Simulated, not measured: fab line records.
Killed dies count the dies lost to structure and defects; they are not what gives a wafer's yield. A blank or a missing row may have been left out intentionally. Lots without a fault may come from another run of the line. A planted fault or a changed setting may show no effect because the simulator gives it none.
Comparing a struck lot with a sound one | flow sky130 | 30 out of 708 route steps
Sound: these wafers, L519.1, L519.5, L519.6. Struck: wafer L523.2. (L523.1, L523.6 of the same lot were not struck and are left out.) The cause comes at the end.
For every step that has rows: the tool of each side, followed by ch and its chambers, followed by its first start. Under that, the readings that differ: sound wafers | struck wafers | difference of the means | sigmas: that difference in standard deviations of wafers without a fault.
alike: a reading whose means differ by less than 2 such deviations, as well as words and numbers matching on both sides. not compared: withheld readings; readings where some wafer has no value; bounds like >300 that might hide an equal value; numbers whose values overlap and for which the record gives no deviation.
The two part at a step that has a row with sigmas, a row that says differs or no value, or rows on one side only. Numbers that don't overlap but have no deviation are shown without sigmas and don't part them. Lack of a reading on every wafer of one side parts them only where that side has two or more wafers.

SKY_LI_CONTACT_OVL_MEAS_13:
  sound: overlay-02 at day 29 15:55; struck: overlay-01 at day 31 07:39
  alike: LI_CONTACT_OVL
SKY_LI_CONTACT_ETCH_14: etches BARC in N2/H2, stops on SiO2, time 45.9 s, target depth 60 nm.
  sound on rieDiel-03 ch 0,1,3, day 29 15:57; struck on rieDiel-01 ch 0, day 31 07:41
  alike: drypumpMotorCurrentA, oesProductAu, throttleValvePct
  not compared: rfHoursCounterH
SKY_LI_CONTACT_ETCH_15: etches PSG in C4F8/O2/Ar, stops on Si, target depth 600 nm.
  sound on rieDiel-03 ch 0,1,3, day 29 15:59; struck on rieDiel-01 ch 0, day 31 07:44
  alike: oesProductAu
SKY_LI_CONTACT_STRIP_16: strips in O2/N2.
  sound on plasmaAsher-04 ch 0,1, day 29 16:05; struck on plasmaAsher-04 ch 1, day 31 07:49
  alike: drypumpMotorCurrentA, oesProductAu, stripTimeToEndpointS
  not compared: rfHoursCounterH
then, 2 steps without rows for these wafers: SKY_LI_CONTACT_CLEAN_17 (cleans in NMP, time 600 s); SKY_LI_CONTACT_PRE_CLEAN_18 (time 5.6 s).
SKY_LI_CONTACT_SPUTTER_19: material Ti, target thk 20 nm, time 106.37 s.
  sound: pvdSputter-01 at day 29 16:22; struck: pvdSputter-04 at day 31 08:07
  alike: cathodeDcPowerW, throttleValvePct
then, 2 steps without rows for these wafers: SKY_LI_CONTACT_SPUTTER_20 (material TiN, target thk 20 nm, time 80 s); SKY_LI_CONTACT_CVD_21 (deposits W, target thk 400 nm, time 120.56 s).
SKY_LI_CONTACT_RS_MEAS_22: measures by four-point-probe.
  sound: filmMetro-01 at day 29 16:38; struck: filmMetro-03 at day 31 08:23
  alike: LI_CONTACT_W_RS
SKY_LI_CONTACT_THK_MEAS_23: measures by xrf.
  sound: filmMetro-01 at day 29 16:46; struck: filmMetro-03 at day 31 08:30
  alike: LI_CONTACT_W_THK
then, 1 step without rows for these wafers: SKY_LI_CONTACT_CMP_24 (polishes, stops on PSG, t overpolish 20 s, target thk 0 nm).
SKY_LOCAL_INTERCONNECT_SPUTTER_00: material TiN, target thk 100 nm, time 83.3 s.
  sound: pvdSputter-02 at day 29 17:07; struck: pvdSputter-03 at day 31 08:52
reading                                               | sound                | struck | difference | sigmas
cathodeDcPowerW (W)                                   | 6501.9 6498.8 6499.7 | 7869.6 | +1369.5    | +99 or more
model.TiN_of_LOCAL_INTERCONNECT_SPUTTER_00.thkNm (nm) | 100.2 99.88 100.1    | 120.8  | +20.7      | 
  alike: throttleValvePct
SKY_LOCAL_INTERCONNECT_RS_MEAS_01: measures by four-point-probe.
  sound: filmMetro-03 at day 29 17:11; struck: filmMetro-04 at day 31 08:56
reading                            | sound             | struck | difference | sigmas
LOCAL_INTERCONNECT_TIN_RS (ohm/sq) | 14.11 14.12 14.10 | 11.63  | -2.48      | -23
SKY_LOCAL_INTERCONNECT_THK_MEAS_02: measures by xrf.
  sound: filmMetro-03 at day 29 17:18; struck: filmMetro-04 at day 31 09:03
reading                         | sound          | struck | difference | sigmas
LOCAL_INTERCONNECT_TIN_THK (nm) | 99.3 99.3 99.9 | 119.9  | +20.4      | +25
then, 8 steps without rows for these wafers: SKY_LOCAL_INTERCONNECT_DEHYDRATE_03 (time 60 s); SKY_LOCAL_INTERCONNECT_HMDS_04 (prime time 60 s); SKY_LOCAL_INTERCONNECT_COAT_05 (resist thk 60 nm); SKY_LOCAL_INTERCONNECT_COAT_06 (resist thk 450 nm); SKY_LOCAL_INTERCONNECT_SOFTBAKE_07 (time 90 s); SKY_LOCAL_INTERCONNECT_EXPOSE_08 (exposes mask LI1M, target cd 170 nm); SKY_LOCAL_INTERCONNECT_PEB_09; SKY_LOCAL_INTERCONNECT_DEVELOP_10 (develop time 60 s).
SKY_LOCAL_INTERCONNECT_CD_MEAS_11: the cd target is 170 nm.
  sound: cdSem-02 at day 30 20:52; struck: cdSem-02 at day 32 11:13
  alike: cdNm
SKY_LOCAL_INTERCONNECT_OVL_MEAS_12:
  sound: overlay-02 at day 30 20:59; struck: overlay-02 at day 32 11:20
  alike: LOCAL_INTERCONNECT_OVL
SKY_LOCAL_INTERCONNECT_ETCH_13: etches BARC in N2/H2, stops on SiO2, time 45.9 s, target depth 60 nm.
  sound on rieMetal-04 ch 0,1, day 30 21:02; struck on rieMetal-01 ch 1, day 32 11:23
  alike: drypumpMotorCurrentA, oesProductAu, throttleValvePct
  not compared: rfHoursCounterH
SKY_LOCAL_INTERCONNECT_METAL_ETCH_14: etches TiN in Cl2/BCl3, stops on PSG, target depth 110 nm, time 31.4 s.
  sound on rieMetal-04 ch 0,1, day 30 21:05; struck on rieMetal-01 ch 1, day 32 11:26
reading              | sound                | struck | difference | sigmas
oesProductAu (a.u.)  | 0.940 0.933 0.939    | 1.000  | +0.063     | +11
throttleValvePct (%) | 21.914 21.915 21.903 | 21.859 | -0.052     | -5
  alike: drypumpMotorCurrentA, mfcCl2Sccm
  not compared: rfHoursCounterH
then, 1 step without rows for these wafers: SKY_LOCAL_INTERCONNECT_STRIP_15 (strips in O2/N2).
SKY_LOCAL_INTERCONNECT_STRIP_16: strips in post etch residue remover, time 1200 s.
  sound on wetBench-02 ch 1, day 30 21:14; struck on wetBench-02 ch 3, day 32 11:35
reading                                               | sound             | struck | difference | sigmas
model.TiN_of_LOCAL_INTERCONNECT_SPUTTER_00.thkNm (nm) | 99.74 99.45 99.69 | 120.4  | +20.8      | 
then, 1 step without rows for these wafers: SKY_LOCAL_INTERCONNECT_CLEAN_17 (cleans in IPA, time 180 s).

## WHERE THEY PART
First at SKY_LOCAL_INTERCONNECT_SPUTTER_00; last, within this record, at SKY_LOCAL_INTERCONNECT_METAL_ETCH_14.

WHY: what the simulator had put in
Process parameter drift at SKY_LOCAL_INTERCONNECT_SPUTTER_00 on pvdSputter-03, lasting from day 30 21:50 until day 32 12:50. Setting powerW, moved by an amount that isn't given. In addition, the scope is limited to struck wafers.
